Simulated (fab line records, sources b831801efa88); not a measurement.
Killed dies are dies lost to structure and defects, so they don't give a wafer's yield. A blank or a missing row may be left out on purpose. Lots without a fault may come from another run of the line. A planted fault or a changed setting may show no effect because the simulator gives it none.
Which tool did it? | flow gf180mcu | 6 lots, 18 wafers sampled, at 3 steps of a route of 602

WHAT THE GAUGES READ, wafer by wafer
GF_SAB_THK_MEAS_01.
lot  | measured     | on            | SAB_CVD_00_THK (nm)
L952 | day 16 01:02 | film_metro-02 | 49.0 49.5 50.5
L957 | day 17 14:03 | film_metro-02 | 49.2 50.6 51.4
L962 | day 19 15:29 | film_metro-03 | 49.1 48.9 50.4
L964 | day 20 06:16 | film_metro-03 | 49.5 49.9 50.4
L967 | day 21 06:19 | film_metro-03 | 50.5 51.3 51.0
L969 | day 21 20:25 | film_metro-02 | 50.0 50.2 50.4

WHICH TOOL RAN EACH LOT (tool, then ch and the chambers of the sampled wafers, then the start)
lot  | GF_NSD_STRIP_11                      | GF_SAB_CVD_00
L952 | plasma_asher-02 ch 0,1, day 15 03:02 | pecvd-03 ch 0,1,2, day 16 01:00
L957 | plasma_asher-04 ch 0,1, day 16 13:54 | pecvd-03 ch 0,1,2, day 17 14:02
L962 | plasma_asher-04 ch 0, day 18 14:17   | pecvd-04 ch 1,2, day 19 15:28
L964 | plasma_asher-02 ch 0,1, day 19 04:58 | pecvd-01 ch 1,2, day 20 06:13
L967 | plasma_asher-04 ch 0,1, day 20 05:32 | pecvd-01 ch 0,1, day 21 06:17
L969 | plasma_asher-01 ch 0,1, day 20 19:22 | pecvd-01 ch 0,1,2, day 21 20:23
- GF_NSD_STRIP_11: strips in O2/N2.
- GF_SAB_CVD_00: deposits SiO2 from TEOS, target thk 50 nm, time 4.9302 s.

THE ANSWER, worked out from the rows above alone
Rule: what is usual is taken from the lots themselves. Put in order of their means at a reading, lots are off if they are a third of the lots or fewer, leave a main group of 4 or more, and stand apart from it by a gap of 3 or more times the standard deviation of the main group's means; of several such gaps the widest counts. A main group whose means are all the same, to the digits that the tables above print for the reading, isn't used. A lot without any number at a reading at which 4 lots or more have one is off too. The other lots that the step has rows for count as sound.
No lot is off at any reading shown: from this, nothing can be told.

WHAT THE SIMULATOR HAD PUT IN
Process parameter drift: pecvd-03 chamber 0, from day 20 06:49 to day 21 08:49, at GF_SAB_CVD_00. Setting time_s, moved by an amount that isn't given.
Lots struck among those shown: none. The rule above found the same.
